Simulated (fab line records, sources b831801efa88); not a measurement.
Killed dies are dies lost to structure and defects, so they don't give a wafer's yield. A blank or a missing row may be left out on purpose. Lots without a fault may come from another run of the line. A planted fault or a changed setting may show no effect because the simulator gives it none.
fab line records | flow sky130
record lots=6 wafers=18 last_day=49
route steps=708 shown GATE_OXIDE@191 POLY_GATE@204 RES_PROTECT@206 PAD_OPEN@708
lots that met no fault: from a run of the same line without faults
start_h: hours from the record's first day to the start of the lot's first wafer shown | wait_h: hours since the lot's step before | " the same as in the row above | L1.1+2: a row that stands for several wafers | - no value, or no start given | * or withheld: withheld | < > ~ a bound
route shown NAME@n: a module of which the file shows steps, and the number in the route of the first | usual: mean/standard deviation of fault-free wafers | same: alike in all rows | chamber/n: place in a boat | sites: the reading at each site | _std_site: their standard deviation | _edge_site: outer sites' mean less inner sites' | radius_mm: how far each site lies from the wafer's centre | mask NAME#n: copy n | behind: the tool/chamber that last shaped the wafer | hold: why the lot was held/for how many hours/how that ended | device: the transistor (n, p or np) that didn't switch | end of line: the same wafers' tests at the end of the route | a step without rows: its recipe alone | killed: dies lost to structure and defects at the first sort, not the wafer's yield | map: a wafer's dies, x killed, . not, _ none there
set.NAME: the setting as run; set.NAME@STEP: as run at that earlier step | model.NAME: the simulator's own value behind a step, which no gauge read
lots at some steps of the route; a table a step, a row a wafer
services: from which hour (start_h, from the record's first day; less than 0 if before it) a tool's chamber was out of use, for how many hours, and why
## steps
# step SKY_GATE_OXIDE_HMDS_04
# recipe prime_time_s=60 prime_temp_c=120
# step SKY_GATE_OXIDE_COAT_05
# recipe resist=NOVOLAK spin_rpm=3000 resist_thk_nm=1140
# step SKY_GATE_OXIDE_SOFTBAKE_06
# recipe temp_c=90 time_s=60 resist=NOVOLAK
# step SKY_GATE_OXIDE_EXPOSE_07
# recipe mask_id=LVOM na=0.6 source_shape=conventional sigma_outer=0.6 polarization=unpolarized target_cd_nm=600 dose_mj=170
# step SKY_GATE_OXIDE_PEB_08
# recipe temp_c=withheld time_s=* resist=NOVOLAK
# step SKY_GATE_OXIDE_DEVELOP_09
# recipe resist=NOVOLAK developer=TMAH develop_time_s=60 dev_temp_c=23
# step SKY_GATE_OXIDE_OVL_MEAS_10
# usual GATE_OXIDE_OVL=0.1/1.3
# columns lot.wafer tool chamber start_h wait_h GATE_OXIDE_OVL[nm]
L800.2 overlay-01 - 320.05 0.1 1.2
L800.3 " - " " -0.6
L800.6 " - " " 1.4
L805.3 overlay-02 - 365.41 0.1 0.1
L805.5 " - " " 0.2
L805.6 " - " " -0.3
L807.2 overlay-01 - 378.45 0.1 -0.5
L807.4 " - " " 2.7
L807.6 " - " " -1.2
L812.2 overlay-02 - 425.05 0.1 -0.4
L812.3 " - " " 0.7
L812.6 " - " " 1.0
L815.2 overlay-01 - 445.75 0.1 1.7
L815.4 " - " " -0.4
L815.5 " - " " 1.5
L816.2 overlay-02 - 455.40 0.1 -2.0
L816.5 " - " " -0.1
L816.6 " - " " -0.1
# step SKY_GATE_OXIDE_IMPLANT_11
# recipe species=B energy_kev=10 dose_cm2=2.6e+12 tilt_deg=withheld
# step SKY_GATE_OXIDE_WET_ETCH_12
# recipe chemistry=dHF target_depth_nm=16.8 dry=n2_spin target=SiO2 dilution=100:1 temp_c=25 time_s=336
# step SKY_GATE_OXIDE_STRIP_13
# recipe chemistry=O2/N2 power_w=1400 pressure_mtorr=1500 platen_temp_c=withheld o2_flow_sccm=3000 n2_flow_sccm=300 overash_fraction=0.5
# step SKY_GATE_OXIDE_TW_MEAS_14
# usual GATE_OXIDE_TW=223.4/2.3
# columns lot.wafer tool chamber start_h wait_h GATE_OXIDE_TW
L800.2 film_metro-04 - 320.45 0.1 224.8
L800.3 " - " " 223.7
L800.6 " - " " 223.6
L805.3 film_metro-03 - 365.81 0.1 223.8
L805.5 " - " " 224.4
L805.6 " - " " 223.8
L807.2 film_metro-02 - 378.87 0.1 218.8
L807.4 " - " " 219.0
L807.6 " - " " 220.8
L812.2 film_metro-02 - 425.56 0.1 220.2
L812.3 " - " " 220.9
L812.6 " - " " 221.2
L815.2 film_metro-02 - 446.16 0.1 218.4
L815.4 " - " " 220.7
L815.5 " - " " 220.2
L816.2 film_metro-03 - 455.80 0.1 224.5
L816.5 " - " " 223.5
L816.6 " - " " 223.3
# step SKY_GATE_OXIDE_CLEAN_15
# recipe chemistry=SC1/SC2 mix=1:4:20 temp_c=70 time_s=150 dry=n2_spin
# step SKY_GATE_OXIDE_OXIDATION_16
# recipe temp_c=800 ambient=O2 idle_temp_c=700 ramp_up_c_per_min=10 ramp_down_c_per_min=3 stabilise_s=600 purge_s=300 target_thk_a=35.7 ox_time_s=1915
# usual ox_temp_c=800.0/0.41
# same ox_time_s=1915 stabilise_s=600
# columns lot.wafer tool chamber start_h wait_h ox_temp_c
L800.2 furnace-02 0 320.79 0.2 800.3
L800.3 " 0 " " 800.2
L800.6 " 0 " " 800.6
L805.3 furnace-02 0 366.74 0.8 800.1
L805.5 " 0 " " 800.9
L805.6 " 0 " " 800.5
L807.2 furnace-02 0 380.17 1.2 798.8
L807.4 " 0 " " 799.1
L807.6 " 0 " " 799.5
L812.2 furnace-01 0 427.71 2.0 800.0
L812.3 " 0 " " 799.8
L812.6 " 0 " " 800.0
L815.2 furnace-01 0 446.26 0.0 799.7
L815.4 " 0 " " 799.7
L815.5 " 0 " " 799.7
L816.2 furnace-01 0 456.62 0.7 799.8
L816.5 " 0 " " 800.2
L816.6 " 0 " " 800.0
# step SKY_POLY_GATE_CVD_00
# recipe material=poly-Si target_thk_nm=180 temp_c=620 time_s=720 pressure_mtorr=200
# step SKY_POLY_GATE_THK_MEAS_01
# recipe reads=poly-Si_of_POLY_GATE_CVD_00
# usual POLY_GATE_CVD_00_THK=179.4/1.4
# columns lot.wafer tool chamber start_h wait_h POLY_GATE_CVD_00_THK[nm]
L800.2 film_metro-01 - 323.53 0.0 179.4
L800.3 " - " " 178.2
L800.6 " - " " 179.4
L805.3 film_metro-03 - 369.49 0.0 180.0
L805.5 " - " " 179.7
L805.6 " - " " 180.8
L807.2 film_metro-01 - 382.91 0.0 180.6
L807.4 " - " " 179.8
L807.6 " - " " 181.6
L812.2 film_metro-01 - 430.46 0.0 177.9
L812.3 " - " " 179.6
L812.6 " - " " 178.9
L815.2 film_metro-04 - 449.00 0.0 179.1
L815.4 " - " " 178.0
L815.5 " - " " 177.8
L816.2 film_metro-03 - 459.37 0.0 179.8
L816.5 " - " " 179.4
L816.6 " - " " 179.1
# step SKY_RES_PROTECT_DEHYDRATE_00
# recipe temp_c=200 time_s=60
# step SKY_RES_PROTECT_HMDS_01
# recipe prime_time_s=60 prime_temp_c=120
# step SKY_RES_PROTECT_COAT_02
# recipe resist=NOVOLAK spin_rpm=3000 resist_thk_nm=1140
# step SKY_RES_PROTECT_SOFTBAKE_03
# recipe temp_c=90 time_s=60 resist=NOVOLAK
# step SKY_RES_PROTECT_EXPOSE_04
# recipe mask_id=RPM na=0.6 source_shape=conventional sigma_outer=0.6 polarization=unpolarized target_cd_nm=1270 dose_mj=131
# step SKY_RES_PROTECT_PEB_05
# recipe temp_c=withheld time_s=* resist=NOVOLAK
# step SKY_RES_PROTECT_DEVELOP_06
# recipe resist=NOVOLAK developer=TMAH develop_time_s=60 dev_temp_c=23
# step SKY_POLY_GATE_IMPLANT_02
# recipe species=P energy_kev=30 dose_cm2=7.7e+15 tilt_deg=0
# step SKY_RES_PROTECT_STRIP_07
# recipe chemistry=O2/N2 power_w=1400 pressure_mtorr=1500 platen_temp_c=withheld o2_flow_sccm=3000 n2_flow_sccm=300 overash_fraction=0.5
# usual drypump_motor_current_A=5.7/0.35 oes_product_au=0.517/0.0038 strip_time_to_endpoint_s=23.31/0.042
# columns lot.wafer tool chamber start_h wait_h drypump_motor_current_A oes_product_au rf_hours_counter_h strip_time_to_endpoint_s
L800.2 plasma_asher-04 1 350.32 0.1 5.0 0.518 68 23.33
L800.3 " 0 " " 5.8 0.518 - 23.37
L800.6 " 0 " " 5.8 0.512 - 23.33
L805.3 plasma_asher-04 0 398.24 0.1 5.7 0.523 - 23.34
L805.5 " 1 " " 5.0 0.519 - 23.36
L805.6 " 0 " " 5.7 0.522 - 23.37
L807.2 plasma_asher-02 0 411.82 0.1 6.0 0.518 56 23.29
L807.4 " 0 " " 6.0 0.518 - 23.27
L807.6 " 1 " " 5.7 0.516 - 23.27
L812.2 plasma_asher-04 1 461.36 0.1 5.0 0.515 3 23.31
L812.3 " 0 " " 5.7 0.520 - 23.32
L812.6 " 1 " " 5.0 0.523 - 23.36
L815.2 plasma_asher-04 0 479.21 0.1 5.7 0.516 5 23.34
L815.4 " 0 " " 5.8 0.520 - 23.36
L815.5 " 0 " " 5.7 0.513 - 23.32
L816.2 plasma_asher-01 1 489.91 0.1 5.8 0.520 37 23.34
L816.5 " 1 " " 5.8 0.519 - 23.34
L816.6 " 0 " " 5.9 0.516 - 23.25
# step SKY_RES_PROTECT_TW_MEAS_08
# usual POLY_GATE_TW=4021/43
# columns lot.wafer tool chamber start_h wait_h POLY_GATE_TW
L800.2 film_metro-04 - 350.43 0.1 4037
L800.3 " - " " 4048
L800.6 " - " " 4030
L805.3 film_metro-04 - 398.33 0.1 4060
L805.5 " - " " 4066
L805.6 " - " " 4077
L807.2 film_metro-02 - 411.93 0.1 3950
L807.4 " - " " 3976
L807.6 " - " " 3968
L812.2 film_metro-02 - 461.47 0.1 3998
L812.3 " - " " 3998
L812.6 " - " " 3997
L815.2 film_metro-01 - 479.32 0.1 4064
L815.4 " - " " 4048
L815.5 " - " " 4058
L816.2 film_metro-04 - 490.02 0.1 4024
L816.5 " - " " 4028
L816.6 " - " " 4013
# step SKY_RES_PROTECT_CLEAN_09
# recipe chemistry=SC1/SC2 mix=1:4:20 temp_c=70 time_s=150 dry=n2_spin
# step SKY_POLY_GATE_CVD_03
# recipe material=Si3N4 precursor=DCS/NH3 target_thk_nm=75 temp_c=770 time_s=1290 pressure_mtorr=250
# step SKY_POLY_GATE_THK_MEAS_04
# recipe reads=Si3N4_of_POLY_GATE_CVD_03
# usual POLY_GATE_CVD_03_THK=75.0/0.63
# columns lot.wafer tool chamber start_h wait_h POLY_GATE_CVD_03_THK[nm]
L800.2 film_metro-03 - 354.09 0.0 74.5
L800.3 " - " " 74.2
L800.6 " - " " 73.9
L805.3 film_metro-03 - 400.94 0.0 74.3
L805.5 " - " " 74.0
L805.6 " - " " 74.3
L807.2 film_metro-03 - 414.31 0.0 75.4
L807.4 " - " " 75.9
L807.6 " - " " 75.4
L812.2 film_metro-01 - 462.94 0.0 76.1
L812.3 " - " " 76.4
L812.6 " - " " 75.9
L815.2 film_metro-01 - 480.78 0.0 74.8
L815.4 " - " " 75.3
L815.5 " - " " 75.1
L816.2 film_metro-04 - 492.26 0.0 74.6
L816.5 " - " " 74.6
L816.6 " - " " 74.1
# step SKY_POLY_GATE_DEHYDRATE_05
# recipe temp_c=200 time_s=60
# step SKY_POLY_GATE_HMDS_06
# recipe prime_time_s=60 prime_temp_c=120
# step SKY_POLY_GATE_COAT_07
# recipe resist=BARC temp_c=withheld time_s=withheld spin_rpm=3000 resist_thk_nm=110
# step SKY_POLY_GATE_COAT_08
# recipe resist=KrF-thick spin_rpm=3000 resist_thk_nm=450
# step SKY_POLY_GATE_SOFTBAKE_09
# recipe temp_c=100 time_s=90 resist=KrF-thick
# step SKY_POLY_GATE_EXPOSE_10
# recipe mask_id=P1M na=0.68 source_shape=conventional sigma_outer=0.6 target_cd_nm=150 dose_mj=28
# step SKY_POLY_GATE_PEB_11
# recipe peb_temp_c=withheld peb_time_s=withheld resist=KrF-thick
# step SKY_POLY_GATE_DEVELOP_12
# recipe develop_time_s=60 resist=KrF-thick dev_temp_c=21
# step SKY_POLY_GATE_CD_MEAS_13
# recipe target_cd_nm=150
# usual cd_nm=149.9/1.3
# columns lot.wafer tool chamber start_h wait_h cd_nm
L800.2 cd_sem-01 - 382.38 - 149.2
L800.3 " - " " 148.7
L800.6 " - " " 149.3
L805.3 cd_sem-02 - 431.16 - 150.6
L805.5 " - " " 149.9
L805.6 " - " " 150.9
L807.2 cd_sem-01 - 444.13 - 152.9
L807.4 " - " " 151.3
L807.6 " - " " 150.4
L812.2 cd_sem-01 - 493.74 - 149.1
L812.3 " - " " 149.9
L812.6 " - " " 149.8
L815.2 cd_sem-01 - 514.08 - 149.2
L815.4 " - " " 149.6
L815.5 " - " " 150.0
L816.2 cd_sem-01 - 522.78 - 152.2
L816.5 " - " " 153.4
L816.6 " - " " 153.1
# step SKY_POLY_GATE_OVL_MEAS_14
# usual POLY_GATE_OVL=-2/6
# columns lot.wafer tool chamber start_h wait_h POLY_GATE_OVL[nm]
L800.2 overlay-01 - 382.48 0.1 2
L800.3 " - " " 4
L800.6 " - " " -2
L805.3 overlay-01 - 431.25 0.1 2
L805.5 " - " " 2
L805.6 " - " " 0
L807.2 overlay-01 - 444.23 0.1 -8
L807.4 " - " " -16
L807.6 " - " " -10
L812.2 overlay-02 - 493.85 0.1 -5
L812.3 " - " " -6
L812.6 " - " " -8
L815.2 overlay-01 - 514.18 0.1 6
L815.4 " - " " 8
L815.5 " - " " -2
L816.2 overlay-01 - 522.88 0.1 -3
L816.5 " - " " 5
L816.6 " - " " -2
# step SKY_POLY_GATE_ETCH_15
# recipe chemistry=N2/H2 target=BARC ion_energy_ev=200 source_w=500 bias_w=100 pressure_mtorr=30 n2_flow_sccm=100 h2_flow_sccm=200 stop_on=SiO2 time_s=118.5 target_depth_a=1100
# usual drypump_motor_current_A=5.8/0.42 oes_product_au=0.716/0.0046 throttle_valve_pct=13.213/0.0091
# columns lot.wafer tool chamber start_h wait_h drypump_motor_current_A oes_product_au rf_hours_counter_h throttle_valve_pct
L800.2 rie_diel-02 1 382.51 0.0 5.2 0.716 89 13.202
L800.3 " 3 " " 5.7 0.716 5 13.222
L800.6 " 2 " " 6.1 0.716 - 13.211
L805.3 rie_diel-02 0 431.28 0.0 6.2 0.714 4 13.236
L805.5 " 2 " " 6.1 0.720 - 13.216
L805.6 " 3 " " 5.6 0.713 - 13.216
L807.2 rie_diel-04 0 444.26 0.0 5.9 0.717 20 13.207
L807.4 " 3 " " 5.7 0.703 15 13.213
L807.6 " 1 " " 6.0 0.713 - 13.217
L812.2 rie_diel-01 0 493.88 0.0 4.9 0.712 17 13.211
L812.3 " 1 " " 5.5 0.710 2 13.215
L812.6 " 0 " " 4.9 0.715 - 13.211
L815.2 rie_diel-04 3 514.21 0.0 5.7 0.712 16 13.211
L815.4 " 3 " " 5.7 0.714 - 13.210
L815.5 " 1 " " 6.0 0.706 - 13.225
L816.2 rie_diel-04 1 522.91 0.0 5.9 0.712 17 13.219
L816.5 " 3 " " 5.7 0.719 - 13.209
L816.6 " 1 " " 5.9 0.712 - 13.237
# step SKY_POLY_GATE_ETCH_16
# recipe stop_on=poly-Si chemistry=CH3F/O2 target=Si3N4 source_w=400 bias_w=80 pressure_mtorr=25 ch3f_flow_sccm=40 O2_flow_sccm=30 time_s=147.5 target_depth_a=750
# usual ch3f_flow_sccm=40.00/0.12 drypump_motor_current_A=5.8/0.42 oes_product_au=0.641/0.0052 throttle_valve_pct=10.535/0.0098
# columns lot.wafer tool chamber start_h wait_h ch3f_flow_sccm drypump_motor_current_A oes_product_au rf_hours_counter_h throttle_valve_pct
L800.2 rie_diel-02 1 382.59 0.0 40.12 5.2 0.640 90 10.544
L800.3 " 3 " " 40.04 5.7 0.644 5 10.537
L800.6 " 2 " " 40.04 6.1 0.636 - 10.535
L805.3 rie_diel-02 0 431.36 0.0 39.94 6.2 0.635 4 10.556
L805.5 " 2 " " 39.98 6.1 0.632 - 10.520
L805.6 " 3 " " 40.12 5.6 0.640 - 10.526
L807.2 rie_diel-04 0 444.34 0.0 40.05 5.9 0.639 20 10.565
L807.4 " 3 " " 39.95 5.7 0.651 15 10.522
L807.6 " 1 " " 39.93 5.9 0.638 - 10.514
L812.2 rie_diel-01 0 493.96 0.0 39.99 4.9 0.640 17 10.526
L812.3 " 1 " " 40.07 5.5 0.650 2 10.544
L812.6 " 0 " " 39.79 4.9 0.650 - 10.536
L815.2 rie_diel-04 3 514.29 0.0 40.01 5.7 0.638 16 10.527
L815.4 " 3 " " 40.01 5.7 0.638 - 10.524
L815.5 " 1 " " 40.18 6.0 0.649 - 10.531
L816.2 rie_diel-04 1 522.99 0.0 39.93 5.9 0.635 17 10.541
L816.5 " 3 " " 39.95 5.7 0.634 - 10.538
L816.6 " 1 " " 40.06 5.9 0.644 - 10.535
# step SKY_POLY_GATE_ETCH_17
# recipe target_depth_nm=180 stop_on=SiO2 over_etch_frac=0.56667 chemistry=HBr/Cl2 target=poly-Si icp_w=400 bias_w=100 pressure_mtorr=10 HBr_flow_sccm=150 Cl2_flow_sccm=50 time_s=70.5
# usual drypump_motor_current_A=5.7/0.49 oes_product_au=0.984/0.0079 throttle_valve_pct=33.684/0.0087
# columns lot.wafer tool chamber start_h wait_h drypump_motor_current_A oes_product_au rf_hours_counter_h throttle_valve_pct
L800.2 rie_si-01 0 382.69 0.0 6.0 0.975 1 33.695
L800.3 " 1 " " 5.7 0.979 6 33.680
L800.6 " 2 " " 6.1 0.991 - 33.708
L805.3 rie_si-01 3 431.46 0.0 4.7 0.991 1 33.686
L805.5 " 1 " " 5.7 0.980 - 33.684
L805.6 " 2 " " 6.1 0.998 - 33.678
L807.2 rie_si-01 0 444.44 0.0 6.0 0.978 2 33.675
L807.4 " 1 " " 5.7 0.980 6 33.686
L807.6 " 1 " " 5.7 0.992 - 33.684
L812.2 rie_si-01 3 494.06 0.0 4.7 0.978 1 33.675
L812.3 " 1 " " 5.7 0.982 6 33.681
L812.6 " 3 " " 4.7 0.985 - 33.683
L815.2 rie_si-02 2 514.39 0.0 5.6 0.978 2 33.681
L815.4 " 2 " " 5.6 0.983 - 33.700
L815.5 " 1 " " 6.1 0.980 - 33.687
L816.2 rie_si-01 3 523.09 0.0 4.7 0.986 1 33.671
L816.5 " 2 " " 6.2 0.985 - 33.676
L816.6 " 3 " " 4.7 0.990 - 33.681
# step SKY_POLY_GATE_STRIP_18
# recipe chemistry=O2/N2 power_w=1400 pressure_mtorr=1500 platen_temp_c=withheld o2_flow_sccm=3000 n2_flow_sccm=300 overash_fraction=0.5
# usual drypump_motor_current_A=5.87/0.11 oes_product_au=0.360/0.0049 strip_time_to_endpoint_s=3.14/0.052
# columns lot.wafer tool chamber start_h wait_h drypump_motor_current_A oes_product_au rf_hours_counter_h strip_time_to_endpoint_s
L800.2 plasma_asher-01 0 382.75 0.0 5.86 0.363 25 3.19
L800.3 " 1 " " 5.81 0.361 - 3.14
L800.6 " 0 " " 5.85 0.356 - 3.14
L805.3 plasma_asher-03 1 431.55 0.1 5.83 0.348 - 3.11
L805.5 " 0 " " 5.96 0.352 - 3.17
L805.6 " 1 " " 5.86 0.346 - 3.06
L807.2 plasma_asher-01 0 444.50 0.0 5.85 0.369 32 3.21
L807.4 " 1 " " 5.79 0.355 - 3.15
L807.6 " 0 " " 5.85 0.359 - 3.15
L812.2 plasma_asher-02 0 494.11 0.0 6.03 0.357 62 3.18
L812.3 " 0 " " 6.03 0.363 - 3.15
L812.6 " 1 " " 5.69 0.362 - 3.18
L815.2 plasma_asher-02 0 514.45 0.0 6.00 0.358 65 3.13
L815.4 " 1 " " 5.71 0.363 - 3.08
L815.5 " 1 " " 5.72 0.354 - 3.14
L816.2 plasma_asher-02 0 523.15 0.0 5.96 0.364 65 3.11
L816.5 " 0 " " 6.03 0.362 - 3.07
L816.6 " 1 " " 5.70 0.360 - 3.11
# step SKY_PAD_OPEN_PROBE_99
# usual killed_at_M0_to_M3=41/6.2 killed_at_M4_up=3.0/1.7 killed_at_contacts=25/5.8 killed_at_front_end=16/4.5 killed_at_other=0.2/0.42 killed_dies=85/8.4 killed_on_rim=17/4.1 killed_open=46/5.9 killed_short=39/6.3
# same gross_dies=492 killed_at_back_side=0
# columns lot.wafer tool chamber start_h wait_h killed_at_M0_to_M3 killed_at_M4_up killed_at_contacts killed_at_front_end killed_at_other killed_dies killed_on_rim killed_open killed_short model.etest.cap_thin_oxide.gate_log10_a_cm2 model.etest.cap_thin_oxide.tox_acc_nm model.etest.pfet_01v8.tox_inv_nm model.etest.nfet_01v8.tox_inv_nm model.etest.nfet_01v8_swapped.vt_v model.etest.nfet_01v8.vt_v model.etest.nfet_01v8.body_rise_v model.etest.pfet_01v8.body_rise_v
L800.2 prober-01 - 1088.71 0.1 43 2 36 12 0 93 22 47 46 -7.072 4.35 4.364 4.338 0.7064 0.7059 0.1813 -0.1915
L800.3 prober-01 - 1088.76 0.2 45 2 26 15 0 88 18 46 42 -6.922 4.29 4.3 4.314 0.7117 0.7115 0.1793 -0.1874
L800.6 prober-01 - 1088.91 0.2 36 5 32 10 0 83 17 48 34 -7.292 4.356 4.436 4.324 0.7135 0.7133 0.1841 -0.1892
L805.3 prober-02 - 1120.15 0.2 42 4 25 17 0 88 17 41 47 -6.697 4.232 4.267 4.239 0.7012 0.7009 0.177 -0.1834
L805.5 prober-02 - 1120.25 0.2 45 4 31 16 1 97 20 57 40 -6.997 4.301 4.337 4.296 0.7014 0.7012 0.1776 -0.1866
L805.6 prober-02 - 1120.30 0.2 35 3 28 9 2 77 19 38 39 -6.795 4.241 4.307 4.232 0.6997 0.7 0.1784 -0.1847
L807.2 prober-02 - 1127.92 0.1 36 3 16 14 0 69 12 37 32 -7.368 4.391 4.492 4.402 0.7093 0.7088 0.1848 -0.1928
L807.4 prober-02 - 1128.02 0.2 35 5 25 15 0 80 20 52 28 -7.514 4.417 4.512 4.453 0.7048 0.7045 0.1866 -0.1929
L807.6 prober-02 - 1128.12 0.2 28 2 23 18 1 72 12 37 35 -7.271 4.356 4.44 4.356 0.7031 0.7026 0.1829 -0.1905
L812.2 prober-01 - 1159.91 0.1 38 2 20 14 0 74 8 45 28 -7.2 4.351 4.422 4.341 0.7007 0.7009 0.1814 -0.1875
L812.3 prober-01 - 1159.96 0.2 32 5 32 18 1 88 15 52 35 -7.512 4.414 4.478 4.427 0.7109 0.7101 0.1842 -0.1902
L812.6 prober-01 - 1160.11 0.2 51 1 28 14 0 94 18 48 46 -7.148 4.324 4.422 4.33 0.6993 0.6987 0.1816 -0.1873
L815.2 prober-02 - 1172.11 0.1 37 4 31 10 0 82 16 51 31 -7.088 4.315 4.408 4.34 0.7028 0.7024 0.1807 -0.1851
L815.4 prober-02 - 1172.21 0.2 42 2 18 14 0 76 16 39 37 -7.379 4.391 4.456 4.41 0.7074 0.7074 0.184 -0.1912
L815.5 prober-02 - 1172.26 0.2 42 5 22 16 0 85 15 49 35 -7.229 4.369 4.443 4.393 0.7063 0.7063 0.1803 -0.1882
L816.2 prober-01 - 1177.38 0.1 46 0 26 14 0 86 19 46 40 -6.915 4.29 4.3 4.309 0.7037 0.7035 0.1807 -0.1888
L816.5 prober-01 - 1177.53 0.2 49 3 31 13 0 96 23 57 39 -7.182 4.344 4.408 4.34 0.7076 0.7072 0.1811 -0.1887
L816.6 prober-01 - 1177.58 0.2 53 3 30 12 1 99 23 56 43 -7.198 4.359 4.407 4.385 0.7071 0.7072 0.18 -0.1896
# killed by level:class
L800.2 CONTACT:geometric_particle:open=14 VIA1:geometric_particle:open=13 CONTACT:geometric_particle:short=8 LOCAL_INTERCONNECT:geometric_particle:short=7 METAL2:geometric_particle:short=7 LI_CONTACT:geometric_particle:open=5 VIA1:geometric_particle:short=5 VIA2:geometric_particle:open=5
L800.3 CONTACT:geometric_particle:open=15 VIA1:geometric_particle:open=12 METAL1:geometric_particle:short=7 FIELD_ISO:geometric_particle:open=6 LOCAL_INTERCONNECT:geometric_particle:short=6 METAL3:geometric_particle:short=6 VIA1:geometric_particle:short=4 METAL2:geometric_particle:short=4
L800.6 LI_CONTACT:geometric_particle:open=12 VIA1:geometric_particle:open=11 LOCAL_INTERCONNECT:geometric_particle:short=7 CONTACT:geometric_particle:short=7 CONTACT:geometric_particle:open=6 VIA2:geometric_particle:open=6 VIA3:geometric_particle:open=5 POLY_GATE:geometric_particle:short=4
L805.3 METAL1:geometric_particle:short=9 VIA3:geometric_particle:open=8 CONTACT:geometric_particle:open=7 LI_CONTACT:geometric_particle:open=6 FIELD_ISO:geometric_particle:open=5 LOCAL_INTERCONNECT:geometric_particle:short=5 CONTACT:geometric_particle:short=5 VIA1:geometric_particle:open=4
L805.5 LI_CONTACT:geometric_particle:open=12 VIA1:geometric_particle:open=10 CONTACT:geometric_particle:open=9 LOCAL_INTERCONNECT:geometric_particle:short=6 METAL1:geometric_particle:short=6 VIA3:geometric_particle:open=6 VIA2:geometric_particle:open=5 FIELD_ISO:geometric_particle:open=4
L805.6 VIA3:geometric_particle:open=9 CONTACT:geometric_particle:short=8 LI_CONTACT:geometric_particle:open=6 CONTACT:geometric_particle:open=6 VIA1:geometric_particle:open=6 LI_CONTACT:geometric_particle:short=5 METAL1:geometric_particle:short=5 VIA2:geometric_particle:short=5
L807.2 VIA1:geometric_particle:open=11 FIELD_ISO:geometric_particle:short=5 FIELD_ISO:geometric_particle:open=4 CONTACT:geometric_particle:short=4 VIA2:geometric_particle:open=4 LI_CONTACT:geometric_particle:open=4 VIA3:geometric_particle:open=4 LOCAL_INTERCONNECT:geometric_particle:short=3
L807.4 VIA1:geometric_particle:open=9 CONTACT:geometric_particle:short=7 CONTACT:geometric_particle:open=7 VIA2:geometric_particle:open=7 FIELD_ISO:geometric_particle:open=6 LI_CONTACT:geometric_particle:open=5 VIA3:geometric_particle:open=5 POLY_GATE:geometric_particle:open=3
L807.6 CONTACT:geometric_particle:open=11 VIA2:geometric_particle:open=6 FIELD_ISO:geometric_particle:short=5 POLY_GATE:geometric_particle:short=5 METAL1:geometric_particle:short=5 FIELD_ISO:geometric_particle:open=4 LOCAL_INTERCONNECT:geometric_particle:short=4 METAL2:geometric_particle:short=4
L812.2 VIA1:geometric_particle:open=8 LI_CONTACT:geometric_particle:open=7 CONTACT:geometric_particle:open=7 VIA3:geometric_particle:open=6 VIA2:geometric_particle:open=5 FIELD_ISO:geometric_particle:open=4 FIELD_ISO:geometric_particle:short=4 METAL1:geometric_particle:short=4
L812.3 CONTACT:geometric_particle:open=12 LI_CONTACT:geometric_particle:open=9 VIA1:geometric_particle:open=7 VIA3:geometric_particle:open=6 CONTACT:geometric_particle:short=5 METAL1:geometric_particle:short=5 METAL4:geometric_particle:short=5 POLY_GATE:geometric_particle:short=4
L812.6 LI_CONTACT:geometric_particle:open=12 VIA1:geometric_particle:open=10 METAL2:geometric_particle:short=8 METAL3:geometric_particle:short=8 CONTACT:geometric_particle:open=7 METAL1:geometric_particle:short=6 LOCAL_INTERCONNECT:geometric_particle:short=5 VIA1:geometric_particle:short=5
L815.2 CONTACT:geometric_particle:open=13 VIA1:geometric_particle:open=10 LI_CONTACT:geometric_particle:open=7 VIA2:geometric_particle:open=5 VIA1:geometric_particle:short=5 VIA3:geometric_particle:open=5 LOCAL_INTERCONNECT:geometric_particle:short=4 CONTACT:geometric_particle:short=4
L815.4 VIA2:geometric_particle:open=10 CONTACT:geometric_particle:open=7 CONTACT:geometric_particle:short=5 VIA1:geometric_particle:short=5 VIA3:geometric_particle:short=5 VIA3:geometric_particle:open=5 POLY_GATE:geometric_particle:short=4 VIA1:geometric_particle:open=4
L815.5 VIA1:geometric_particle:open=11 CONTACT:geometric_particle:open=7 METAL2:geometric_particle:short=7 LI_CONTACT:geometric_particle:open=6 FIELD_ISO:geometric_particle:open=5 VIA2:geometric_particle:open=5 POLY_GATE:geometric_particle:open=4 CONTACT:geometric_particle:short=4
L816.2 CONTACT:geometric_particle:open=12 VIA3:geometric_particle:open=9 VIA2:geometric_particle:open=9 CONTACT:geometric_particle:short=8 VIA3:geometric_particle:short=6 POLY_GATE:geometric_particle:open=5 LOCAL_INTERCONNECT:geometric_particle:short=5 VIA1:geometric_particle:open=5
L816.5 CONTACT:geometric_particle:open=11 VIA1:geometric_particle:open=9 METAL1:geometric_particle:short=8 VIA3:geometric_particle:open=8 VIA2:geometric_particle:open=7 LI_CONTACT:geometric_particle:open=6 CONTACT:geometric_particle:short=6 METAL2:geometric_particle:open=5
L816.6 VIA3:geometric_particle:open=14 CONTACT:geometric_particle:open=12 VIA1:geometric_particle:open=8 METAL1:geometric_particle:short=7 CONTACT:geometric_particle:short=7 VIA2:geometric_particle:open=6 LI_CONTACT:geometric_particle:open=5 VIA2:geometric_particle:short=5
## services
# columns tool chamber start_h hours kind
rie_si-01 0 306.82 8.3 repair
rie_si-01 1 315.74 3.0 repair
plasma_asher-01 - 325.24 2.8 repair
furnace-01 - 329.06 11.4 pm
plasma_asher-01 - 341.39 0.8 repair
rie_diel-01 1 349.25 2.9 repair
rie_diel-04 - 356.74 0.4 repair
rie_diel-02 3 363.21 6.3 repair
rie_diel-02 0 367.30 4.7 repair
plasma_asher-04 - 376.93 2.8 pm
plasma_asher-02 - 379.23 2.2 repair
plasma_asher-01 - 383.35 2.2 repair
rie_si-01 3 391.84 3.4 repair
rie_diel-01 0 397.34 2.4 repair
furnace-02 - 400.63 3.4 pm
rie_diel-02 0 409.98 4.1 repair
furnace-01 - 415.41 2.9 pm
plasma_asher-02 - 418.67 15.6 pm
plasma_asher-04 - 421.25 9.0 pm
rie_diel-04 0 435.19 3.0 repair
rie_diel-02 2 465.58 2.0 repair
rie_si-01 3 489.45 4.4 repair
rie_diel-04 0 511.95 8.6 repair
furnace-01 - 514.58 5.8 pm
## key
first_sign none at tools or gauges
model_effect step=SKY_PAD_OPEN_PROBE_99 value=etest.cap_thin_oxide.gate_log10_a_cm2 without=-6.645 struck=-7.107
met_at SKY_GATE_OXIDE_OXIDATION_16
struck_wafers L805.3,L805.5,L805.6,L807.2,L807.4,L807.6
tester_left_out L805,L807
onset_between 320.79 366.74
fault kind=process_parameter_drift tool=furnace-02 chamber=- onset_h=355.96 steps=SKY_GATE_OXIDE_OXIDATION_16 channel=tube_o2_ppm offset=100 shape=step end_h=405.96
# tester_left_out: of these lots the tester's yield and bins aren't shown, on N5 and GAA mostly nor the transistor test; their killed dies are dies lost to structure and defects alone, not to doping, threshold or leakage, so they don't give the yield
